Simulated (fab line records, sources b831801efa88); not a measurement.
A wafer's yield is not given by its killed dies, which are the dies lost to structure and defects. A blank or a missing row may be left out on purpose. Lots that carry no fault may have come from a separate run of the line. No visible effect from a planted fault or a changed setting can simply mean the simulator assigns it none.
Comparing a struck lot with a sound one | flow sky130 | 15 out of 708 route steps
Sound: these wafers, L932.2, L932.5, L932.6. Wafers L944.3, L944.5, L944.6 were the ones struck. The cause is named last.
For every step that has rows: the tool of each side, followed by ch and its chambers, followed by its first start. Under that, the readings that differ: sound wafers | struck wafers | difference of the means | sigmas: that difference in standard deviations of wafers without a fault.
alike: readings with means less than 2 such deviations apart, plus words and numbers identical on both sides. not compared: withheld readings, readings lacking a value on some wafer, bounds such as >300 that could conceal the same value, and numbers that have no deviation in the record and whose values overlap.
Wherever a step has rows on one side only, a row that says differs or no value, or a row with sigmas, the two part there. When numbers do not overlap yet have no deviation, they are printed without sigmas and do not part them. A reading that every wafer of one side lacks parts them only if that side has two wafers or more.

SKY_VIA2_STRIP_16: strips in O2/N2.
  sound on plasma_asher-04 ch 0,1, day 36 22:28; struck on plasma_asher-01 ch 0,1, day 40 00:53
  alike: drypump_motor_current_A, oes_product_au, strip_time_to_endpoint_s
  not compared: rf_hours_counter_h
then, 4 steps without rows for these wafers: SKY_VIA2_STRIP_17 (strips in post etch residue remover, time 1200 s); SKY_VIA2_CLEAN_18 (cleans in IPA, time 180 s); SKY_VIA2_CLEAN_19 (cleans in O3/DIW); SKY_VIA2_SPUTTER_20 (material TiN, target thk 20 nm, time 80 s).
SKY_VIA2_CVD_21: deposits W, target thk 420 nm, time 126.4 s.
  sound on cvd_w-02 ch 0,1, day 36 23:12; struck on cvd_w-01 ch 0,1, day 40 01:32
  alike: heater_power_w
SKY_VIA2_RS_MEAS_22: a four-point-probe measurement.
  sound on film_metro-02, day 36 23:21; struck on film_metro-02, day 40 01:40
  alike: VIA2_W_RS
SKY_VIA2_THK_MEAS_23: measures by xrf.
  sound on film_metro-02, day 36 23:28; struck on film_metro-02, day 40 01:46
  alike: VIA2_W_THK
then, 1 step without rows for these wafers: SKY_VIA2_CMP_24 (polishes, stops on SiO2, t overpolish 20 s, target thk 0 nm).
SKY_METAL3_SPUTTER_00: material Ti, target thk 15 nm, time 10 s.
  sound on pvd_sputter-03, day 36 23:49; struck on pvd_sputter-03, day 40 02:06
  alike: cathode_dc_power_W, chamber_pressure_pa, throttle_valve_pct
SKY_METAL3_SPUTTER_01: material TiN, target thk 20 nm, time 16.7 s.
  sound on pvd_sputter-03, day 36 23:50; struck on pvd_sputter-03, day 40 02:08
  alike: cathode_dc_power_W, chamber_pressure_pa, throttle_valve_pct
then, 1 step without rows for these wafers: SKY_METAL3_SPUTTER_02 (material AlCu, target thk 735 nm, time 39.1 s).
SKY_METAL3_SPUTTER_03: material Ti, target thk 5 nm, time 3.3 s.
  sound on pvd_sputter-03, day 36 23:53; struck on pvd_sputter-03, day 40 02:11
  no value came back on the struck wafers for cathode_dc_power_W (W), chamber_pressure_pa (Pa), throttle_valve_pct (%); on the sound wafers cathode_dc_power_W (W) reads 2999.8 3000.5 2999.9
SKY_METAL3_SPUTTER_04: material TiN, target thk 70 nm, time 58.3 s.
  sound on pvd_sputter-03, day 36 23:55; struck on pvd_sputter-03, day 40 02:13
  alike: cathode_dc_power_W, chamber_pressure_pa, throttle_valve_pct
-- the record jumps here: 9 days lie between the struck wafers' starts before and after (it left off in module METAL3 and takes up again in module PAD_OPEN, whose first step shown is number 708 of the route) --
SKY_PAD_OPEN_PROBE_99:
  sound on prober-01, day 46 05:17; struck on prober-01, day 48 16:30
  reading                       | sound             | struck            | difference | sigmas
  defect_limited_yield (%)      | 79.5 80.9 77.4    | 82.9 84.6 83.1    | +4.3       | +2
  killed_dies                   | 101 94 111        | 84 76 83          | -21        | -2
  sort_bin_6_memory (%)         | 8.3 7.5 7.9       | 5.1 5.1 6.9       | -2.2       | -2
  sort_n_pass                   | 391 398 381       | 408 416 409       | +21        | +2
  sort_yield_pct (%)            | 79.5 80.9 77.4    | 82.9 84.6 83.1    | +4.3       | +2
  model.etest.via3_chain.rc_ohm | 9.694 10.04 10.19 | 11.08 12.61 10.81 | +1.53      |
  alike: killed_at_M0_to_M3, killed_at_M4_up, killed_at_contacts, killed_at_front_end, killed_at_other, killed_open, killed_short, sort_bin_3_pad_short, sort_bin_5_function

## WHERE THEY PART
At SKY_METAL3_SPUTTER_03 first; at SKY_PAD_OPEN_PROBE_99 last (within this record only).

WHY: what had been put in by the simulator
Beginning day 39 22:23, the whole step at SKY_METAL3_SPUTTER_03 was skipped on pvd_sputter-03. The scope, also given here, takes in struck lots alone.
